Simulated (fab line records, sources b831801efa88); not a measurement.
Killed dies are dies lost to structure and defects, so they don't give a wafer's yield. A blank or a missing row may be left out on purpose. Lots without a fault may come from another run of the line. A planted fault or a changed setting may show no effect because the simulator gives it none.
One fault seen from 2 desks | flow sky130 | each desk has only its own numbers; what lay behind them comes last

THE TOOL OWNER'S DESK: pvd_sputter-04
The tool's own readings at SKY_METAL1_SPUTTER_03 (material Ti, target thk 5 nm, time 3.3 s): means of the sampled wafers that have a number, for each lot that ran on this tool. A lot is out of limits, marked OUT, if its mean lies more than 4 standard deviations from the usual mean; the brackets give that distance.
Columns: A = chamber_pressure_pa at SKY_METAL1_SPUTTER_03, usual 0.3999 Pa; B = throttle_valve_pct at SKY_METAL1_SPUTTER_03, usual 29.4 %
lot  | first seen here | A                | B
L266 | day 31 20:09    | 0.3996           | 29.9
L270 | day 33 01:52    | 0.4001           | 29.9
L271 | day 33 10:19    | 0.3999           | 29.4
L275 | day 35 01:01    | 0.3998           | 29.2
L277 | day 36 03:50    | 0.4593 (+71) OUT | 27.3
L279 | day 37 00:33    | 0.4585 (+70) OUT | 27.4
This desk's finding: out of limits on L277, L279; first on L277, day 36 03:50 (chamber_pressure_pa at SKY_METAL1_SPUTTER_03). In limits: L266, L270, L271, L275.

THE METROLOGY DESK
What the gauges read, lot by lot, whatever tool the lot ran on: means of the sampled wafers that have a number. A lot is out of limits, marked OUT, if its mean lies more than 4 standard deviations from the usual mean; the brackets give that distance.
Columns: A = CONTACT_HDPCVD_THK at SKY_CONTACT_THK_MEAS_03, usual 566 nm; B = cd_nm at SKY_CONTACT_CD_MEAS_14, usual 169.8 nm
lot  | first seen here | A   | B
L266 | day 30 13:53    | 567 | 169.4
L267 | day 30 23:38    | 567 | 168.5
L268 | day 31 05:29    | 569 | 169.9
L270 | day 31 20:34    | 568 | 168.2
L271 | day 32 06:01    | 572 | 170.5
L272 | day 32 23:17    | 570 | 169.1
L275 | day 33 19:38    | 567 | 171.3
L277 | day 34 22:58    | 568 | 169.2
L276 | day 35 01:42    | 569 | 169.5
L279 | day 35 19:59    | 564 | 171.5
L280 | day 35 23:19    | 564 | 168.2
L287 | day 37 12:15    | 571 | 169.0
This desk's finding: nothing out of limits on any of the 12 lots.

PUT TOGETHER
The tool owner's desk could have raised an alarm at day 36 03:50, on L277, L279.
The metrology desk saw nothing out of limits.
The metrology desk has L277, L279 on record, within its limits.
Of the lots named, all ran SKY_METAL1_SPUTTER_03 on pvd_sputter-04.

WHAT THE SIMULATOR HAD PUT IN
Process parameter drift: pvd_sputter-04, from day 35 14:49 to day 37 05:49, at SKY_METAL1_SPUTTER_03. Setting chamber_pressure_pa, moved by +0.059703, from 0.4. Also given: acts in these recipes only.
Lots struck among those shown: L277, L279.
Hours from the fault's start to each desk's first reading out of limits: the tool owner's desk, 13.
